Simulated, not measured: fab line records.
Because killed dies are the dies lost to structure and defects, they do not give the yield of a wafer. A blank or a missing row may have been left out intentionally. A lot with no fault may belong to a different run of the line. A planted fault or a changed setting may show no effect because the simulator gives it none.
fab line records	flow sky130
record: lots: 6	wafers: 18	lastDay: 50
route steps=708 shown GATE_OXIDE@191 POLY_GATE@204 PAD_OPEN@708
lots with no fault: from the same line, run without faults
startH: hours from the record's opening day to when the first of the lot's shown wafers began	waitH: time in hours since the lot's previous step	" same as the row above	L1.1+2: a single row standing in for several wafers	- no value, or no start given	* or withheld: withheld	< > ~ a bound
route shown NAME@n: NAME is a module with steps in the file, n the number in the route of the first one	usual: mean/standard deviation of fault-free wafers	same: alike in all rows	chamber/n: place in a boat	sites: per-site readings	_std_site: the values' standard deviation	_edge_site: inner sites' mean taken away from outer sites' mean	radiusMm: for every site, how far away it sits from the centre of the wafer	mask NAME#n: copy n	behind: the most recent tool/chamber to have shaped the wafer	hold: reason for holding the lot/hours on hold/outcome of the hold	device: which transistor (n, p or np) failed to switch	end of line: the tests these same wafers got at the end of their route	a step with no rows: only its recipe	killed: at the first sort, the dies lost to defects and structure; wafer yield is something else	map: dies across one wafer; x = killed, . = not, _ = none there
set.NAME: the run value of the setting; set.NAME@STEP: its run value at that earlier step	model.NAME: the simulator's own value behind a step, which no gauge read
a table for each step, a row for each wafer; lots at some steps of the route
services: the hour from which a tool's chamber was out of use, counted from the record's first day as startH (under 0 if before that day), plus the number of hours and why
== steps ==
step: SKY_GATE_OXIDE_HMDS_04
recipe: primeTimeS: 60	primeTempC: 120
step: SKY_GATE_OXIDE_COAT_05
recipe: resist: NOVOLAK	spinRpm: 3000	resistThkNm: 1140
step: SKY_GATE_OXIDE_SOFTBAKE_06
recipe: tempC: 90	timeS: 60	resist: NOVOLAK
step: SKY_GATE_OXIDE_EXPOSE_07
recipe: maskId: LVOM	na: 0.6	sourceShape: conventional	sigmaOuter: 0.6	polarization: unpolarized	targetCdNm: 600	doseMj: 170
step: SKY_GATE_OXIDE_PEB_08
recipe: tempC: withheld	timeS: *	resist: NOVOLAK
step: SKY_GATE_OXIDE_DEVELOP_09
recipe: resist: NOVOLAK	developer: TMAH	developTimeS: 60	devTempC: 23
step: SKY_GATE_OXIDE_OVL_MEAS_10
usual: GATE_OXIDE_OVL: -0.4/1.4
lot.wafer	tool	chamber	startH	waitH	GATE_OXIDE_OVL[nm]
L421.2	overlay-02	-	342.60	0.1	-0.3
L421.4	"	-	"	"	1.7
L421.5	"	-	"	"	0.2
L427.1	overlay-02	-	402.33	0.1	-1.3
L427.4	"	-	"	"	-1.1
L427.6	"	-	"	"	-0.4
L428.4	overlay-02	-	413.26	0.1	-0.6
L428.5	"	-	"	"	1.2
L428.6	"	-	"	"	-1.0
L438.1	overlay-01	-	491.03	0.1	0.5
L438.4	"	-	"	"	-0.4
L438.5	"	-	"	"	0.6
L439.1	overlay-02	-	496.18	0.1	0.5
L439.3	"	-	"	"	0.8
L439.5	"	-	"	"	1.6
L440.2	overlay-01	-	513.00	0.1	-0.7
L440.5	"	-	"	"	0.7
L440.6	"	-	"	"	-0.5
step: SKY_GATE_OXIDE_IMPLANT_11
recipe: species: B	energyKev: 10	doseCm2: 2.6e+12	tiltDeg: withheld
step: SKY_GATE_OXIDE_WET_ETCH_12
recipe: chemistry: dHF	targetDepthNm: 16.8	dry: n2Spin	target: SiO2	dilution: 100:1	tempC: 25	timeS: 336
step: SKY_GATE_OXIDE_STRIP_13
recipe: chemistry: O2/N2	powerW: 1400	pressureMtorr: 1500	platenTempC: withheld	o2FlowSccm: 3000	n2FlowSccm: 300	overashFraction: 0.5
usual: drypumpMotorCurrentA: 5.8/0.37	oesProductAu: 0.715/0.0047	stripTimeToEndpointS: 14.16/0.034
lot.wafer	tool	chamber	startH	waitH	drypumpMotorCurrentA	oesProductAu	rfHoursCounterH	stripTimeToEndpointS
L421.2	plasmaAsher-01	0	342.88	0.0	5.8	0.718	65	14.16
L421.4	"	0	"	"	5.8	0.724	-	14.18
L421.5	"	0	"	"	5.8	0.720	-	14.18
L427.1	plasmaAsher-02	1	402.62	0.0	6.1	0.708	72	14.19
L427.4	"	1	"	"	6.1	0.720	-	14.19
L427.6	"	0	"	"	6.6	0.709	-	14.19
L428.4	plasmaAsher-03	1	413.56	0.0	5.5	0.712	-	14.18
L428.5	"	1	"	"	5.5	0.717	-	14.22
L428.6	"	0	"	"	5.6	0.714	-	14.18
L438.1	plasmaAsher-03	0	491.32	0.0	5.6	0.718	37	14.17
L438.4	"	0	"	"	5.6	0.715	-	14.16
L438.5	"	0	"	"	5.6	0.717	-	14.17
L439.1	plasmaAsher-02	1	496.47	0.0	6.1	0.711	6	14.16
L439.3	"	0	"	"	6.6	0.713	-	14.19
L439.5	"	1	"	"	6.1	0.715	-	14.16
L440.2	plasmaAsher-03	1	513.28	0.0	5.5	0.714	39	14.09
L440.5	"	1	"	"	5.5	0.715	-	14.13
L440.6	"	0	"	"	5.6	0.721	-	14.15
step: SKY_GATE_OXIDE_TW_MEAS_14
usual: GATE_OXIDE_TW: 225.7/1.1
lot.wafer	tool	chamber	startH	waitH	GATE_OXIDE_TW
L421.2	filmMetro-02	-	342.99	0.1	225.7
L421.4	"	-	"	"	226.1
L421.5	"	-	"	"	226.0
L427.1	filmMetro-03	-	402.72	0.1	225.3
L427.4	"	-	"	"	224.4
L427.6	"	-	"	"	226.1
L428.4	filmMetro-04	-	413.66	0.1	228.3
L428.5	"	-	"	"	225.7
L428.6	"	-	"	"	226.2
L438.1	filmMetro-04	-	491.42	0.1	227.3
L438.4	"	-	"	"	227.7
L438.5	"	-	"	"	226.1
L439.1	filmMetro-02	-	496.57	0.1	225.0
L439.3	"	-	"	"	225.2
L439.5	"	-	"	"	225.4
L440.2	filmMetro-02	-	513.39	0.1	225.4
L440.5	"	-	"	"	225.1
L440.6	"	-	"	"	224.6
step: SKY_GATE_OXIDE_CLEAN_15
recipe: chemistry: SC1/SC2	mix: 1:4:20	tempC: 70	timeS: 150	dry: n2Spin
step: SKY_GATE_OXIDE_OXIDATION_16
recipe: tempC: 800	ambient: O2	idleTempC: 700	rampUpCPerMin: 10	rampDownCPerMin: 3	stabiliseS: 600	purgeS: 300	targetThkA: 35.7	oxTimeS: 1915
usual: spikeTcBottomC: 817.1/1.7	spikeTcCentreC: 800.3/1.7	spikeTcLowerC: 799.8/1.1	spikeTcUpperC: 799.4/0.95	tubeCenterTempC: 800/0.068	tube_center_temp_C_max: 802.0/0.31
lot.wafer	tool	chamber	startH	waitH	spikeTcBottomC	spikeTcCentreC	spikeTcLowerC	spikeTcUpperC	tubeCenterTempC	tube_center_temp_C_max
L421.2	furnace-02	0	343.65	0.6	819.8	800.5	800.6	800.2	800.01	802.0
L421.4	"	0	"	"	819.1	801.1	799.2	799.9	800	801.6
L421.5	"	0	"	"	816.9	803.5	801.0	798.7	799.93	801.7
L427.1	furnace-01	0	405.72	2.9	823.1	805.7	805.7	805.2	806.23	808.7
L427.4	"	0	"	"	823.1	805.0	806.9	806.3	806.28	808.6
L427.6	"	0	"	"	819.7	805.3	807.4	805.7	806.23	808.5
L428.4	furnace-01	0	414.67	0.9	821.5	805.0	805.8	806.2	806.5	808.7
L428.5	"	0	"	"	822.4	806.4	806.3	805.3	806.41	808.1
L428.6	"	0	"	"	823.0	805.0	807.0	805.5	806.47	808.7
L438.1	furnace-01	0	492.73	1.2	816.0	798.6	800.1	798.5	800.02	802.2
L438.4	"	0	"	"	817.5	798.1	801.0	799.4	800.02	803.0
L438.5	"	0	"	"	816.5	801.9	799.2	797.7	799.95	801.5
L439.1	furnace-01	0	496.86	0.2	814.9	800.0	799.4	800.9	799.94	802.0
L439.3	"	0	"	"	814.6	798.5	800.5	799.5	799.94	801.9
L439.5	"	0	"	"	815.7	799.1	801.9	799.7	799.85	801.9
L440.2	furnace-02	0	513.49	0.0	817.2	801.3	800.9	798.6	800.08	802.3
L440.5	"	0	"	"	818.7	801.0	798.7	799.2	799.92	802.0
L440.6	"	0	"	"	819.2	800.9	799.9	800.1	799.98	802.0
step: SKY_POLY_GATE_CVD_00
recipe: material: poly-Si	targetThkNm: 180	tempC: 620	timeS: 720	pressureMtorr: 200
step: SKY_PAD_OPEN_PROBE_99
usual: killed_at_M0_to_M3: 42/7.6	killed_at_M4_up: 2.9/1.7	killedAtContacts: 24/5.1	killedAtFrontEnd: 15/4	killedDies: 84/9.9	killedOpen: 46/7.2	killedShort: 38/6.6
same: grossDies: 492	killedAtBackSide: 0	killedAtOther: 0
lot.wafer	tool	chamber	startH	waitH	killed_at_M0_to_M3	killed_at_M4_up	killedAtContacts	killedAtFrontEnd	killedDies	killedOpen	killedShort	model.etest.nfet_01v8_lvt.driveUaUm	model.etest.nfet_01v8_turned.driveUaUm	model.etest.nfet_01v8_swapped.driveUaUm	model.etest.nfet_01v8.driveUaUm	model.etest.sramNfetPass.driveUaUm	model.etest.capThinOxide.gateLog10ACm2	model.etest.capThinOxide.toxAccNm	model.etest.pfet_01v8.toxInvNm
L421.2	prober-02	-	1102.04	0.1	40	3	22	17	82	41	41	565.9	494.4	495.1	490.7	483.2	-7.459	4.401	4.47
L421.4	prober-02	-	1102.14	0.2	49	3	24	20	96	50	46	568.1	492.1	498	498.7	470.9	-7.478	4.407	4.472
L421.5	prober-02	-	1102.19	0.2	37	2	26	20	85	46	39	559.5	487	485.5	485	470.5	-7.445	4.426	4.481
L427.1	prober-02	-	1141.91	0.1	50	5	26	10	91	53	38	541	472	474.9	471.3	461.1	-7.84	4.527	4.551
L427.4	prober-02	-	1142.06	0.2	40	3	14	12	69	30	39	535.1	469.3	468.7	465.5	443.8	-7.831	4.511	4.564
L427.6	prober-02	-	1142.16	0.2	41	5	24	14	84	44	40	545.2	480.8	475.6	471.8	460.4	-7.837	4.529	4.577
L428.4	prober-01	-	1153.41	0.2	52	4	28	10	94	45	49	576.4	501.6	506.9	502.3	476	-7.212	4.372	4.414
L428.5	prober-01	-	1153.46	0.2	48	2	27	13	90	46	44	556.9	489.4	490.4	492.4	473.2	-7.355	4.382	4.458
L428.6	prober-01	-	1153.51	0.2	43	3	23	12	81	49	32	574.3	507.6	500.8	504.9	488.3	-7.207	4.341	4.393
L438.1	prober-01	-	1193.71	0.1	49	1	20	12	82	41	41	568	499.2	496.6	498.5	481.5	-6.77	4.236	4.337
L438.4	prober-01	-	1193.86	0.2	48	1	11	19	79	37	42	573.7	501.5	504.3	501.3	482.6	-7.009	4.277	4.325
L438.5	prober-01	-	1193.91	0.2	46	1	16	20	83	50	33	578.5	508	510.3	510.6	499.8	-6.696	4.214	4.296
L439.1	prober-02	-	1196.32	0.1	41	3	19	9	72	37	35	595.3	527.1	525	521.4	502.5	-6.629	4.224	4.283
L439.3	prober-02	-	1196.42	0.2	40	3	28	17	88	46	42	591.7	518.2	517.2	514	491.3	-6.674	4.198	4.282
L439.5	prober-02	-	1196.52	0.2	42	4	25	21	92	52	40	594.5	521.1	519.9	520.3	515.6	-6.597	4.212	4.276
L440.2	prober-01	-	1203.91	0.1	50	0	21	13	84	46	38	567	496.2	496.3	494.1	486.7	-7.268	4.342	4.41
L440.5	prober-01	-	1204.06	0.2	33	2	26	11	72	40	32	530.1	461.2	463.3	464.5	457.3	-7.651	4.45	4.524
L440.6	prober-01	-	1204.11	0.2	43	4	17	12	76	36	40	562.8	493.9	495.1	490.1	476.6	-7.242	4.359	4.464
killed by level:class
L421.2 VIA1:geometricParticle:open=8 CONTACT:geometricParticle:open=6 METAL1:geometricParticle:short=6 VIA1:geometricParticle:short=6 FIELD_ISO:geometricParticle:short=5 CONTACT:geometricParticle:short=5 METAL2:geometricParticle:short=5 VIA3:geometricParticle:open=5
L421.4 VIA1:geometricParticle:open=13 CONTACT:geometricParticle:open=8 LOCAL_INTERCONNECT:geometricParticle:short=7 VIA2:geometricParticle:open=7 VIA3:geometricParticle:open=6 METAL1:geometricParticle:short=6 METAL2:geometricParticle:short=6 FIELD_ISO:geometricParticle:open=5
L421.5 VIA1:geometricParticle:open=14 CONTACT:geometricParticle:open=10 METAL1:geometricParticle:short=9 FIELD_ISO:geometricParticle:short=6 POLY_GATE:geometricParticle:open=5 LOCAL_INTERCONNECT:geometricParticle:short=5 FIELD_ISO:geometricParticle:open=4 LI_CONTACT:geometricParticle:short=4
L427.1 VIA1:geometricParticle:open=16 CONTACT:geometricParticle:open=10 VIA2:geometricParticle:open=9 LI_CONTACT:geometricParticle:open=8 VIA1:geometricParticle:short=5 METAL2:geometricParticle:short=5 FIELD_ISO:geometricParticle:short=4 METAL1:geometricParticle:short=4
L427.4 METAL1:geometricParticle:short=11 POLY_GATE:geometricParticle:short=5 CONTACT:geometricParticle:open=5 VIA2:geometricParticle:open=5 VIA3:geometricParticle:open=5 VIA1:geometricParticle:short=4 VIA1:geometricParticle:open=4 METAL2:geometricParticle:short=4
L427.6 VIA1:geometricParticle:open=11 CONTACT:geometricParticle:open=8 LI_CONTACT:geometricParticle:open=6 POLY_GATE:geometricParticle:short=5 VIA1:geometricParticle:short=5 FIELD_ISO:geometricParticle:open=4 LOCAL_INTERCONNECT:geometricParticle:short=4 CONTACT:geometricParticle:short=4
L428.4 VIA1:geometricParticle:open=10 VIA2:geometricParticle:open=9 CONTACT:geometricParticle:short=7 METAL1:geometricParticle:short=7 METAL2:geometricParticle:short=7 LI_CONTACT:geometricParticle:open=6 CONTACT:geometricParticle:open=6 LI_CONTACT:geometricParticle:short=5
L428.5 CONTACT:geometricParticle:open=9 VIA1:geometricParticle:open=9 METAL2:geometricParticle:short=8 LI_CONTACT:geometricParticle:open=6 METAL1:geometricParticle:short=6 VIA1:geometricParticle:short=6 LOCAL_INTERCONNECT:geometricParticle:short=5 VIA3:geometricParticle:open=5
L428.6 VIA1:geometricParticle:open=10 LI_CONTACT:geometricParticle:open=8 CONTACT:geometricParticle:open=7 VIA2:geometricParticle:open=7 VIA3:geometricParticle:open=6 METAL2:geometricParticle:short=5 FIELD_ISO:geometricParticle:short=4 CONTACT:geometricParticle:short=4
L438.1 VIA1:geometricParticle:open=9 METAL2:geometricParticle:short=8 LI_CONTACT:geometricParticle:short=6 LI_CONTACT:geometricParticle:open=5 CONTACT:geometricParticle:open=5 VIA1:geometricParticle:short=5 VIA2:geometricParticle:open=5 VIA2:geometricParticle:short=5
L438.4 VIA1:geometricParticle:open=9 METAL2:geometricParticle:short=9 FIELD_ISO:geometricParticle:open=8 FIELD_ISO:geometricParticle:short=6 VIA2:geometricParticle:open=6 METAL1:geometricParticle:short=5 VIA1:geometricParticle:short=4 VIA2:geometricParticle:short=4
L438.5 VIA1:geometricParticle:open=9 VIA3:geometricParticle:open=8 LI_CONTACT:geometricParticle:open=7 FIELD_ISO:geometricParticle:open=6 FIELD_ISO:geometricParticle:short=6 CONTACT:geometricParticle:open=6 METAL2:geometricParticle:short=6 VIA3:geometricParticle:short=6
L439.1 VIA1:geometricParticle:open=8 LI_CONTACT:geometricParticle:open=7 CONTACT:geometricParticle:open=7 METAL1:geometricParticle:short=7 VIA3:geometricParticle:open=5 METAL3:geometricParticle:short=5 METAL2:geometricParticle:short=4 FIELD_ISO:geometricParticle:short=3
L439.3 CONTACT:geometricParticle:open=12 METAL2:geometricParticle:short=7 VIA1:geometricParticle:open=7 METAL1:geometricParticle:short=7 FIELD_ISO:geometricParticle:short=6 LI_CONTACT:geometricParticle:open=6 VIA3:geometricParticle:open=5 POLY_GATE:geometricParticle:short=4
L439.5 LI_CONTACT:geometricParticle:open=10 VIA1:geometricParticle:open=10 METAL2:geometricParticle:short=8 CONTACT:geometricParticle:open=7 POLY_GATE:geometricParticle:short=6 VIA2:geometricParticle:open=6 VIA3:geometricParticle:open=5 VIA1:geometricParticle:short=5
L440.2 VIA1:geometricParticle:open=15 METAL1:geometricParticle:short=8 LI_CONTACT:geometricParticle:open=6 METAL2:geometricParticle:short=6 VIA2:geometricParticle:open=6 FIELD_ISO:geometricParticle:open=5 LOCAL_INTERCONNECT:geometricParticle:short=5 VIA3:geometricParticle:open=5
L440.5 VIA1:geometricParticle:open=8 LI_CONTACT:geometricParticle:open=7 CONTACT:geometricParticle:open=7 LOCAL_INTERCONNECT:geometricParticle:short=6 VIA2:geometricParticle:open=5 VIA3:geometricParticle:open=5 POLY_GATE:geometricParticle:open=4 POLY_GATE:geometricParticle:short=4
L440.6 VIA1:geometricParticle:open=10 METAL1:geometricParticle:short=7 LI_CONTACT:geometricParticle:open=6 VIA1:geometricParticle:short=6 VIA2:geometricParticle:short=6 CONTACT:geometricParticle:open=5 LOCAL_INTERCONNECT:geometricParticle:short=4 METAL2:geometricParticle:short=4
== services ==
tool	chamber	startH	hours	kind
furnace-01	-	320.10	4.2	pm
furnace-02	-	324.72	3.0	pm
furnace-01	-	401.03	3.2	pm
furnace-02	-	418.51	2.8	pm
plasmaAsher-02	-	421.25	9.0	pm
plasmaAsher-02	0	421.25	9.0	ventCycle
plasmaAsher-02	1	421.25	9.0	ventCycle
plasmaAsher-02	0	430.25	-	clean
plasmaAsher-02	1	430.25	-	clean
plasmaAsher-02	-	450.82	4.3	repair
furnace-02	-	453.27	52.0	pm
plasmaAsher-01	-	484.61	20.1	repair
plasmaAsher-01	-	501.51	0.4	repair
furnace-01	-	505.88	3.7	pm
furnace-01	-	509.62	3.6	pm
== key ==
firstSign: step: SKY_GATE_OXIDE_OXIDATION_16	reading: tubeCenterTempC	direction: up	sigmas: 79	usual: *	struck: *
effect: step: SKY_GATE_OXIDE_OXIDATION_16	reading: tube_center_temp_C_max	direction: up	sigmas: 21	usual: *	struck: *
modelEffect: step: SKY_PAD_OPEN_PROBE_99	value: etest.nfet_01v8_lvt.driveUaUm	without: 578.5	struck: 554.8
metAt SKY_GATE_OXIDE_OXIDATION_16
struckWafers L427.1,L427.4,L427.6,L428.4,L428.5,L428.6
testerLeftOut L427,L428
fault: kind: processParameterDrift	tool: furnace-01	chamber: -	onsetH: 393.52	steps: SKY_GATE_OXIDE_OXIDATION_16	channel: tempC	offset: *	shape: step	endH: 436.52	actsIn: *	stated: *
testerLeftOut: of these lots the tester's yield and bins aren't shown, on N5 and GAA mostly nor the transistor test; their killed dies are dies lost to structure and defects alone, not to doping, threshold or leakage, so they don't give the yield
